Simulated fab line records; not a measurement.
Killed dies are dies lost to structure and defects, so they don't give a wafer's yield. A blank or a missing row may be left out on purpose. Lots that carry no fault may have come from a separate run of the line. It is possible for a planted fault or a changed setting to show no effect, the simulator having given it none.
A struck lot beside a sound one || flow sky130 || 17 out of 708 route steps
Sound: the wafers L547.2, L547.5, L547.6. Wafers L548.1, L548.3, L548.4 were the ones struck. The cause comes at the end.
At each step with rows: each side's tool, then ch and its chambers, then its first start. Under that, the readings that differ: sound wafers || struck wafers || difference of the means || sigmas: that difference in standard deviations of wafers without a fault.
alike: readings with means less than 2 such deviations apart, plus words and numbers identical on both sides. not compared: withheld readings, readings lacking a value on some wafer, bounds such as >300 that could conceal the same value, and numbers that have no deviation in the record and whose values overlap.
Wherever a step has rows on one side only, a row that says differs or no value, or a row with sigmas, the two part there. When numbers do not overlap yet have no deviation, they are printed without sigmas and do not part them. A reading missing from all wafers of one side parts the sides only when that side holds two or more wafers.

first, 1 step without rows for these wafers: SKY_LDD_N_IMPLANT_15.
SKY_LDD_N_STRIP_16: strips in O2/N2.
  sound on plasmaAsher-03 ch 0,1, day 23 11:33; struck on plasmaAsher-04 ch 0,1, day 23 21:45
  alike: drypumpMotorCurrentA, oesProductAu, stripTimeToEndpointS
  not compared: rfHoursCounterH
SKY_LDD_N_TW_MEAS_17:
  sound: filmMetro-01 at day 23 11:40; struck: filmMetro-01 at day 23 21:51
  alike: LDD_N_TW
then, 7 steps without rows for these wafers: SKY_LDD_P_DEHYDRATE_00 (time 60 s); SKY_LDD_P_HMDS_01 (prime time 60 s); SKY_LDD_P_COAT_02 (resist thk 1140 nm); SKY_LDD_P_SOFTBAKE_03 (time 60 s); SKY_LDD_P_EXPOSE_04 (exposes mask PSDM, target cd 380 nm); SKY_LDD_P_PEB_05; SKY_LDD_P_DEVELOP_06 (develop time 60 s).
SKY_LDD_P_CD_MEAS_07 targets a cd of 380 nm.
  sound: cdSem-02 at day 24 17:27; struck: cdSem-01 at day 25 03:01
  alike: cdNm
SKY_LDD_P_OVL_MEAS_08:
  sound: overlay-02 at day 24 17:34; struck: overlay-01 at day 25 03:08
  alike: LDD_P_OVL
SKY_LDD_P_IMPLANT_09:
  sound on implanter-04 ch 0, day 24 17:37; struck on implanter-02 ch 0, day 25 03:10
{"reading": "doseIonsCm2", "sound": "9.988e+12 1.0004e+13 9.994e+12", "struck": "1.5411e+13 1.5427e+13 1.5426e+13", "difference": "+5.4260e+12", "sigmas": "+99 or more"}
{"reading": "faradayCurrentUA", "sound": "57.1 56.3 57.8", "struck": "86.2 87.3 88.2", "difference": "+30.2", "sigmas": "+27"}
SKY_LDD_P_STRIP_10: strips in O2/N2.
  sound on plasmaAsher-03 ch 0,1, day 24 17:44; struck on plasmaAsher-01 ch 0,1, day 25 03:19
  alike: drypumpMotorCurrentA, oesProductAu, stripTimeToEndpointS
  not compared: rfHoursCounterH
SKY_LDD_P_TW_MEAS_11:
  sound: filmMetro-03 at day 24 17:51; struck: filmMetro-02 at day 25 03:25
{"reading": "LDD_P_TW", "sound": "631 630 626", "struck": "736 737 739", "difference": "+108", "sigmas": "+15"}
then, 1 step without rows for these wafers: SKY_LDD_HVN_DEHYDRATE_00 (time 60 s).
-- the record jumps here: 25 days lie between the struck wafers' starts before and after (it left off in module LDD_HVN and takes up again in module PAD_OPEN, whose first step shown is number 708 of the route) --
SKY_PAD_OPEN_PROBE_99:
  sound: prober-02 at day 49 15:30; struck: prober-01 at day 49 23:13
{"reading": "model.etest.tipP.rsOhmSq", "sound": "6923 6928 6977", "struck": "4728 4769 4770", "difference": -2187, "sigmas": ""}
{"reading": "model.etest.pfet_01v8.rOnOhmUm", "sound": "3054 2969 2998", "struck": "2719 2734 2706", "difference": -287, "sigmas": ""}
{"reading": "model.etest.pfet_01v8.driveUaUm", "sound": "179 184.7 186.2", "struck": "206.9 205.6 209.4", "difference": "+24.0", "sigmas": ""}
{"reading": "model.etest.sramPfetLatch.driveUaUm", "sound": "135.2 137.4 140.2", "struck": "160.6 152.7 156.1", "difference": "+18.9", "sigmas": ""}
{"reading": "model.etest.pfet_01v8_hvt.driveUaUm", "sound": "134.9 139.7 140.1", "struck": "155.9 154.7 157.6", "difference": "+17.8", "sigmas": ""}
{"reading": "model.etest.pfet_01v8_lvt.driveUaUm", "sound": "169.5 172.7 171", "struck": "178 177.5 177.9", "difference": "+7", "sigmas": ""}
{"reading": "model.etest.pfet_01v8.offLog10AUm", "sound": "-10.75 -10.35 -10.12", "struck": "-8.785 -8.767 -8.486", "difference": "+1.727", "sigmas": ""}
{"reading": "model.etest.pfet_01v8.vtSatV (V)", "sound": "-0.6493 -0.6165 -0.601", "struck": "-0.4669 -0.4671 -0.4421", "difference": "+0.1636", "sigmas": ""}
  alike: killed_at_M0_to_M3, killed_at_M4_up, killedAtContacts, killedAtFrontEnd, killedAtOther, killedDies, killedOpen, killedShort

WHERE THEY PART
At SKY_LDD_P_IMPLANT_09 first; at SKY_LDD_P_TW_MEAS_11 last (within this record only). Later steps at which nothing parts them and some readings are alike: SKY_PAD_OPEN_PROBE_99.

WHY: the cause the simulator had injected
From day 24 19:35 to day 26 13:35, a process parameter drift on implanter-02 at SKY_LDD_P_IMPLANT_09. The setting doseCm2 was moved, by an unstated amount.
